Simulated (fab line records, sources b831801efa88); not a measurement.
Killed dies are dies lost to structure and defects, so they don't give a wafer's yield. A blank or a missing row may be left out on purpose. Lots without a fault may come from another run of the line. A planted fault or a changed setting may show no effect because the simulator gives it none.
Chamber matching | flow sky130 | SKY_LI_CONTACT_CMP_24 on cmp-02: 4 sister chambers
The step polishes, stops on PSG, t overpolish 20 s, target thk 0 nm. 8 wafers are shown with their chamber, then 8 later ones without.

WAFERS WITH THEIR CHAMBER
wafer  | chamber | motor_current_A (A) | time_to_endpoint_s (s)
L301.1 | 1       | 12.2                | 100
L301.4 | 0       | 11.3                | 99
L304.1 | 1       | 12.0                | 103
L304.5 | 0       | 11.0                | 103
L309.4 | 2       | 10.6                | 95
L309.5 | 3       | 10.8                | 102
L309.6 | 2       | 11.2                | 97
L313.1 | 3       | 10.8                | 93

WAFERS WITHOUT THEIR CHAMBER
wafer  | motor_current_A (A) | time_to_endpoint_s (s)
L313.5 | 10.6                | 95
L313.6 | 10.7                | 92
L314.1 | 12.7                | 97
L314.2 | 11.9                | 97
L314.4 | 10.2                | 95
L318.2 | 10.0                | 94
L318.3 | 11.5                | 96
L318.5 | 10.4                | 94

WHICH CHAMBER EACH WENT THROUGH
wafer  | from the rows above               | in truth
L313.5 | can't be placed: 3 or 2 or 0      | 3
L313.6 | can't be placed: 2 or 3 or 0      | 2
L314.1 | 1                                 | 1
L314.2 | can't be placed: 1 or 0           | 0
L314.4 | can't be placed: 3 or 2 or 0      | 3
L318.2 | can't be placed: 3 or 2 or 0      | 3
L318.3 | can't be placed: 0 or 2 or 1 or 3 | 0
L318.5 | can't be placed: 3 or 2 or 0      | 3
Placed correctly: 1 of 8. Can't be placed from these rows: 7 (the true chamber is among the candidates in 7). Placed wrongly: 0.
How it was worked out, from the rows above alone: a wafer's distance from a chamber is the root of the sum, over the readings, of the square of ((its reading less the chamber's mean) divided by the reading's scatter). The wafer belongs to the nearest chamber; if the next one is less than 2 further off, it can't be placed. A chamber's mean is the mean of its shown wafers. The scatter: the root of (the sum of the squares of (reading less its chamber's mean) over the shown wafers, divided by (wafers less chambers)).
